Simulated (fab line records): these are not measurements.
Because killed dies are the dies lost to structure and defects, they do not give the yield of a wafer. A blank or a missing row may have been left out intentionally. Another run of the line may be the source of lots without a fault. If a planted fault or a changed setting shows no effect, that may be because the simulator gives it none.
One fault seen from 2 desks	flow gf180mcu	what lay behind the numbers comes last; until then each desk has only its own

## THE TOOL OWNER'S DESK: litho track-04
The tool's own readings at GF_SAB_DEVELOP_08 (develop time 57.28 s): means of the sampled wafers that have a number, for each lot that ran on this tool. If a lot's mean is further than 4 standard deviations from the usual mean, the lot is out of limits and carries the mark OUT (the distance appears in the brackets).
Columns: A = developer temp C at GF_SAB_DEVELOP_08, usual 23.01 C
lot	first seen here	A
L563	day 15 15:32	22.92
L571	day 18 11:11	20.67 (-21) OUT
L572	day 19 06:58	20.75 (-21) OUT
This desk's finding: out of limits on L571, L572; first on L571, day 18 11:11 (developer temp C at GF_SAB_DEVELOP_08). In limits: L563.

## METROLOGY DESK
Lot by lot, what the gauges showed, no matter which tool ran the lot: averages of those sampled wafers that carry a number. If a lot's mean is further than 4 standard deviations from the usual mean, the lot is out of limits and carries the mark OUT (the distance appears in the brackets).
Columns: A = NSD_RS at GF_PSD_RS_MEAS_14, usual 46.41 ohm/sq; B = PSD_RS at GF_PSD_RS_MEAS_15, usual 108.40 ohm/sq; C = SAB_CVD_00_THK at GF_SAB_THK_MEAS_01, usual 50.0 nm; D = cd nm at GF_SAB_CD_MEAS_09, usual 420.5 nm; E = SAB_OVL at GF_SAB_OVL_MEAS_10, usual -0.1 nm
lot	first seen here	A	B	C	D	E
L563	day 14 17:56	46.30	108.08	48.9	421.2	1.6
L564	day 15 02:05	46.34	108.04	50.2	423.1	-1.3
L571	day 17 10:43	46.44	108.49	49.4	413.7	0.8
L572	day 18 07:08	46.48	108.57	49.8	414.5	-1.3
L579	day 20 20:32	46.44	108.55	50.4	423.3	-0.2
L582	day 21 14:46	46.49	108.83	50.6	417.8	2.4
This desk's finding: nothing out of limits on any of the 6 lots.

## ALL TOGETHER
The tool owner's desk could have raised an alarm at day 18 11:11, on L571, L572.
At the metrology desk, nothing out of limits was observed.
The metrology desk holds a record of L571, L572, inside its limits.
GF_SAB_DEVELOP_08 was run on litho track-04 by each of the lots named.

## WHAT THE SIMULATOR HAD PUT IN
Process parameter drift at GF_SAB_DEVELOP_08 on litho track-04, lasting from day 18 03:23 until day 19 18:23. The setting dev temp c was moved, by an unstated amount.
Shown lots that were struck: L571, L572.
Hours from the fault's start to each desk's first reading out of limits: the tool owner's desk, 8.
